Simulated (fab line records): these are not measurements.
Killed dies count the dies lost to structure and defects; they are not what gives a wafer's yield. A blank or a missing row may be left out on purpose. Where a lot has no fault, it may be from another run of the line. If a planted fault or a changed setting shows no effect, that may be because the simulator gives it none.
A struck lot beside a sound one || flow sky130 || 44 out of 708 route steps
Sound: wafers L736.2, L736.3, L736.6. Struck: wafers L739.2, L739.5, L739.6. Last of all comes the cause.
For every step that has rows: the tool of each side, followed by ch and its chambers, followed by its first start. Under that, the readings that differ: sound wafers || struck wafers || difference of the means || sigmas: that difference in standard deviations of wafers without a fault.
alike: readings with means less than 2 such deviations apart, plus words and numbers identical on both sides. not compared: withheld readings, readings lacking a value on some wafer, bounds such as >300 that could conceal the same value, and numbers that have no deviation in the record and whose values overlap.
Wherever a step has rows on one side only, a row that says differs or no value, or a row with sigmas, the two part there. Numbers that have no deviation but don't overlap get no sigmas and don't part them. Lack of a reading on every wafer of one side parts them only where that side has two or more wafers.

first, 3 steps without rows for these wafers: SKY_FIELD_ISO_CLEAN_20 (cleans in dHF, time 20 s); SKY_FIELD_ISO_WET_ETCH_21 (etches SiO2 in dHF, target depth 20 nm, time 400 s); SKY_FIELD_ISO_OXIDATION_22 (stabilise 600 s, purge 300 s, target thk 10 nm).
SKY_FIELD_ISO_THK_MEAS_23:
  sound: film-metro-01 at day 2 11:54; struck: film-metro-02 at day 3 00:56
  alike: FIELD_ISO_OXIDATION_01_THK
then, 1 step without rows for these wafers: SKY_FIELD_ISO_CVD_24 (deposits SiO2, target thk 595 nm, time 99.2 s).
SKY_FIELD_ISO_THK_MEAS_25:
  sound: film-metro-01 at day 2 12:02; struck: film-metro-01 at day 3 01:04
  alike: FIELD_ISO_CVD_24_THK
then, 1 step without rows for these wafers: SKY_FIELD_ISO_ANNEAL_26 (time 1800 s).
SKY_FIELD_ISO_CMP_27: polishes, stops on Si3N4, t overpolish 16 s, target thk 457.8 nm.
  sound on cmp-01 ch 0,2,3, day 2 17:45; struck on cmp-02 ch 1,2,3, day 3 02:46
  alike: edge-zone-pressure-frac, motor-current-A, overpolish-run-s, slurry-filter-dp-kPa, time-to-endpoint-s
then, 4 steps without rows for these wafers: SKY_FIELD_ISO_WET_ETCH_28 (etches SiO2 in dHF, target depth 23.7 nm, time 47 s); SKY_FIELD_ISO_WET_ETCH_29 (etches Si3N4 in H3PO4, target depth 160 nm, time 1825 s); SKY_FIELD_ISO_WET_ETCH_30 (etches SiO2 in dHF, target depth 25 nm, time 50 s); SKY_NWELL_CLEAN_00 (cleans in SC1/SC2, time 150 s).
SKY_NWELL_OXIDATION_01: stabilise 600 s, purge 300 s, target thk 10 nm.
  sound on furnace-01 ch 0, day 2 20:43; struck on furnace-01 ch 0, day 3 04:07
{"reading": "spike-tc-bottom-C (C)", "sound": "914.7 916.3 913.7", "struck": "935.5 934.1 934.3", "difference": "+19.7", "sigmas": "+9"}
{"reading": "spike-tc-centre-C (C)", "sound": "898.9 897.4 896.0", "struck": "917.3 917.9 916.8", "difference": "+19.9", "sigmas": "+10"}
{"reading": "spike-tc-lower-C (C)", "sound": "901.4 902.9 900.9", "struck": "920.1 920.3 920.8", "difference": "+18.7", "sigmas": "+19"}
{"reading": "spike-tc-top-C (C)", "sound": "910.4 909.3 909.3", "struck": "928.8 929.7 929.6", "difference": "+19.7", "sigmas": "+12"}
{"reading": "spike-tc-upper-C (C)", "sound": "900.6 902.6 903.1", "struck": "920.9 922.3 921.4", "difference": "+19.4", "sigmas": "+15"}
{"reading": "tube-center-temp-C (C)", "sound": "899.96 900 899.98", "struck": "918.75 918.74 919.01", "difference": "+18.85", "sigmas": "+99 or more"}
{"reading": "tube_center_temp_C_max", "sound": "902.7 902.0 902.4", "struck": "921.0 921.6 921.1", "difference": "+18.9", "sigmas": "+52"}
{"reading": "model.SiO2_of_NWELL_OXIDATION_01.thk-nm (nm)", "sound": "9.904 9.898 10.02", "struck": "12.13 12.14 12.29", "difference": "+2.25", "sigmas": ""}
  alike: zone-power-bottom-pct
SKY_NWELL_THK_MEAS_02:
  sound: film-metro-03 at day 2 22:07; struck: film-metro-04 at day 3 05:31
{"reading": "NWELL_OXIDATION_THK (nm)", "sound": "9.92 9.89 9.99", "struck": "12.13 12.19 12.30", "difference": "+2.27", "sigmas": "+14"}
then, 8 steps without rows for these wafers: SKY_DNWELL_DEHYDRATE_00 (time 60 s); SKY_DNWELL_HMDS_01 (prime time 60 s); SKY_DNWELL_COAT_02 (resist thk 3000 nm); SKY_DNWELL_SOFTBAKE_03; SKY_DNWELL_EXPOSE_04 (exposes mask DNM, target cd 3000 nm); SKY_DNWELL_PEB_05; SKY_DNWELL_DEVELOP_06 (develop time 60 s); SKY_DNWELL_IMPLANT_07.
SKY_DNWELL_STRIP_08: strips in O2/N2.
  sound on plasma-asher-02 ch 0,1, day 3 13:50; struck on plasma-asher-03 ch 0,1, day 3 20:34
  alike: drypump-motor-current-A, oes-product-au, strip-time-to-endpoint-s
  not compared: rf-hours-counter-h
SKY_DNWELL_TW_MEAS_09:
  sound: film-metro-03 at day 3 13:56; struck: film-metro-02 at day 3 20:40
  alike: DNWELL_TW
then, 7 steps without rows for these wafers: SKY_PWDE_DEHYDRATE_00 (time 60 s); SKY_PWDE_HMDS_01 (prime time 60 s); SKY_PWDE_COAT_02 (resist thk 3000 nm); SKY_PWDE_SOFTBAKE_03; SKY_PWDE_EXPOSE_04 (exposes mask PWDEM, target cd 840 nm); SKY_PWDE_PEB_05; SKY_PWDE_DEVELOP_06 (develop time 60 s).
SKY_PWDE_OVL_MEAS_07:
  sound: overlay-02 at day 4 05:44; struck: overlay-01 at day 4 13:23
  alike: PWDE_OVL
next, for these wafers, 1 step has no rows: SKY_PWDE_IMPLANT_08.
SKY_PWDE_STRIP_09: strips in O2/N2.
  sound on plasma-asher-02 ch 0,1, day 4 05:55; struck on plasma-asher-04 ch 0,1, day 4 13:34
{"reading": "strip-time-to-endpoint-s (s)", "sound": "37.09 37.12 37.09", "struck": "36.83 36.70 36.72", "difference": -0.35, "sigmas": -3}
  alike: drypump-motor-current-A, oes-product-au
  not compared: rf-hours-counter-h
SKY_PWDE_TW_MEAS_10:
  sound: film-metro-03 at day 4 06:01; struck: film-metro-03 at day 4 13:40
  alike: PWDE_TW
then, 7 steps without rows for these wafers: SKY_NWELL_DEHYDRATE_03 (time 60 s); SKY_NWELL_HMDS_04 (prime time 60 s); SKY_NWELL_COAT_05 (resist thk 3000 nm); SKY_NWELL_SOFTBAKE_06; SKY_NWELL_EXPOSE_07 (exposes mask NWM, target cd 840 nm); SKY_NWELL_PEB_08; SKY_NWELL_DEVELOP_09 (develop time 60 s).
-- the record jumps here: 9 days lie between the struck wafers' starts before and after (it left off in module NWELL and takes up again in module SONOS_ONO, whose first step shown is number 183 of the route) --
SKY_SONOS_ONO_ETCH_15: etches the open film in CHF3/O2, target depth 19.52 nm, time 7.8 s.
  sound on rie-diel-02 ch 0,2, day 13 05:25; struck on rie-diel-03 ch 0,1,3, day 13 14:26
{"reading": "model.SiO2_of_NWELL_OXIDATION_01.thk-nm (nm)", "sound": "5.403 5.272 5.495", "struck": "7.641 7.661 7.66", "difference": "+2.264", "sigmas": ""}
  alike: drypump-motor-current-A, oes-product-au, throttle-valve-pct
  not compared: rf-hours-counter-h
-- a jump in the record: the struck wafers' starts before and after are 33 days apart (it breaks off in module SONOS_ONO and resumes in module PAD_OPEN, where the first step shown is number 708 of the route) --
SKY_PAD_OPEN_PROBE_99:
  sound: prober-02 at day 46 10:38; struck: prober-02 at day 46 18:50
{"reading": "model.etest.pfet_16v.vt-v (V)", "sound": "-1.122 -1.116 -1.127", "struck": "-1.136 -1.146 -1.147", "difference": -0.021, "sigmas": ""}
{"reading": "model.etest.pfet-g5v0d10v5.vt-long-v (V)", "sound": "-0.9475 -0.9445 -0.9589", "struck": "-0.962 -0.9669 -0.9685", "difference": -0.015, "sigmas": ""}
  alike: killed_at_M0_to_M3, killed_at_M4_up, killed-at-contacts, killed-at-front-end, killed-at-other, killed-dies, killed-open, killed-short
  not compared: model.etest.pfet-g5v0d10v5.off-log10-a-um

== WHERE THEY PART ==
Earliest at SKY_NWELL_OXIDATION_01; latest, in this record, at SKY_PWDE_STRIP_09. Later steps at which nothing parts them and some readings are alike: SKY_PWDE_TW_MEAS_10, SKY_SONOS_ONO_ETCH_15, SKY_PAD_OPEN_PROBE_99.

WHY: whatever the simulator had introduced
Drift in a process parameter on furnace-01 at SKY_NWELL_OXIDATION_01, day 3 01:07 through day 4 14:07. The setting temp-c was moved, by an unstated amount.
